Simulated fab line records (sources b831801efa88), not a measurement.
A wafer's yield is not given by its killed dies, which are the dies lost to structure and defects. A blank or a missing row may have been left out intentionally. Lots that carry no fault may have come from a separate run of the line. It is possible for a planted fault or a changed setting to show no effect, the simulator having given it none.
Problem report, 8D (eight disciplines) form, completed by code || flow gf180mcu || the parts of the form that need people (team, actions taken, sign-off) are left out

== 1. THE ISSUE ==
At GF_MIM_EXPOSE_16, exposure dose mJ cm2 averages 146.16 over 6 wafers from 2 lots, while fault-free wafers read 140.01, standard deviation 0.13. That puts it +47 standard deviations away from the usual mean.
The step: exposes mask FuseTop, target cd 2000 nm.
Earliest sighting: wafer L292.1 on iline stepper-02 at day 30 00:37. Wafers with a number at this step in the record: 18, from 6 lots. Rule for "out", or "out of limits": more than 4 standard deviations from the usual mean. The rest of the wafers with a number are treated as sound.

== 2. WHAT IT IS, AND WHAT IT ISN'T ==
{"question": "which readings at this step", "is": "exposure dose mJ cm2", "is not": "-"}
{"question": "which lots", "is": "L292, L293", "is not": "L279, L282, L296, L298"}
{"question": "which wafers of those lots", "is": "all that have a number", "is not": "-"}
{"question": "read on which tools", "is": "iline stepper-02", "is not": "iline stepper-01"}
{"question": "when", "is": "from day 30 00:37", "is not": "up to then (6 sound wafers); but 6 sound wafers of L296, L298 came after"}

== 3. SUSPECTS, AND WHAT RULES EACH OUT ==
Counting: a tool at any process step up to the reading remains a suspect when it ran all the lots that are out and ran no sound lot after the first of those.
- pvd sputter-04 at GF_MIM_SPUTTER_04 (material TiN, target thk 50 nm, time 41.7 s): ruled out as a lasting fault. Following L292 (day 29 14:01), the first lot on it that is out, the sound lots L298 were run on it.
- pecvd-04 at GF_MIM_CVD_05 (deposits Si3N4, target thk 42 nm, time 29.086 s): ruled out as a lasting fault. Following L292 (day 29 14:04), the first lot on it that is out, the sound lots L296 were run on it.
- iline stepper-02 at GF_MIM_EXPOSE_16 (exposes mask FuseTop, target cd 2000 nm): kept. All lots that are out passed through it, beginning with L292 at day 30 00:37, and no sound lot followed; its final sound lot before that point was L279 at day 26 04:43. On those wafers its own readings are out: exposure dose mJ cm2.
Left after counting: iline stepper-02 at GF_MIM_EXPOSE_16.

== 4. THE CAUSE (what the simulator had put in) ==
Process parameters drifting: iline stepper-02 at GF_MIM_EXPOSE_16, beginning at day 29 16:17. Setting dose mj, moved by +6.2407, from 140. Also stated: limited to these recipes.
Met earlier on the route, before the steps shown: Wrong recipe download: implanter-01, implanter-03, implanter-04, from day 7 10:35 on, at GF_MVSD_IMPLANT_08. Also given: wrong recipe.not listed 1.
This tool alone remained once counting was done.

== 5. SEQUENCE OF EFFECTS, ordered by route ==
Each row: a reading whose mean over the struck wafers that have a number lies more than 3 standard deviations from the usual. Readings are gone through only where the record gives a usual standard deviation; hours: the median, over the lots, of the time from a lot's start at the first step in this table giving one to that lot's start at this step; sigmas: the change measured in usual standard deviations.
{"hours": 0, "step": "GF_MIM_EXPOSE_16", "reading": "exposure dose mJ cm2", "usual": 140.01, "on struck wafers": 146.16, "change": "+6.15", "sigmas": "+47"}
Process steps it contains:
- GF_MIM_EXPOSE_16: exposes mask FuseTop, target cd 2000 nm.

== 6. WHAT WOULD HAVE CAUGHT IT SOONER ==
8 hours passed between the start of the fault at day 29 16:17 and the first reading out of limits in this record, taken at day 30 00:37.
